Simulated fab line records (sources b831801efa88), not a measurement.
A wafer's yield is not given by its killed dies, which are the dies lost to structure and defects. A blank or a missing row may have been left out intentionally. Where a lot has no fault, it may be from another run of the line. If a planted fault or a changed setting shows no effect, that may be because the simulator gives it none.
2 desks, one fault	flow gf180mcu	each desk has only its own numbers; what lay behind them comes last

== FROM THE METROLOGY DESK ==
Lot by lot, what the gauges showed, no matter which tool ran the lot: averages of those sampled wafers that carry a number. The brackets show how far a lot's mean lies from the usual mean; more than 4 standard deviations puts the lot out of limits, marked OUT.
Columns: A = cd-nm at GF_M2_CD_MEAS_14, usual 280.0 nm; B = M2_OVL at GF_M2_OVL_MEAS_15, usual -6 nm; C = V2_CVD_00_THK at GF_V2_THK_MEAS_01, usual 598 nm; D = V2_CVD_02_THK at GF_V2_THK_MEAS_03, usual 849 nm; E = V2_BOW at GF_V2_BOW_MEAS_05, usual 101 um
lot	first seen here	A	B	C	D	E
L419	day 18 15:13	280.7	-5	603	848	99
L421	day 20 17:02	280.4	-7	608	860	107
L423	day 21 10:41	278.8	-2	613	839	107
L434	day 25 02:47	279.5	1	596	817	110
L436	day 25 09:27	279.5	-10	602	826	104
L442	day 27 02:08	281.0	-9	599	846	97
This desk's finding: nothing out of limits on any of the 6 lots.

== DESK OF THE TOOL OWNER: pecvd-04 ==
The tool's own readings at GF_V2_CVD_02 (deposits SiO2 from TEOS, target thk 850 nm, time 94.851 s): means of the sampled wafers that have a number, for each lot that ran on this tool. The brackets show how far a lot's mean lies from the usual mean; more than 4 standard deviations puts the lot out of limits, marked OUT.
Columns: A = heater-power-w at GF_V2_CVD_02, usual 641 W; B = susceptor-temp-C at GF_V2_CVD_02, usual 400.03 C
lot	first seen here	A	B
L421	day 20 17:58	580	399.94
L434	day 25 03:44	774	400.38
L436	day 25 10:23	690	400.28
This desk's finding: nothing out of limits on any of the 3 lots.

== BROUGHT TOGETHER ==
At the metrology desk, nothing out of limits was observed.
The tool owner's desk saw nothing out of limits.

== WHAT WAS PUT IN BY THE SIMULATOR ==
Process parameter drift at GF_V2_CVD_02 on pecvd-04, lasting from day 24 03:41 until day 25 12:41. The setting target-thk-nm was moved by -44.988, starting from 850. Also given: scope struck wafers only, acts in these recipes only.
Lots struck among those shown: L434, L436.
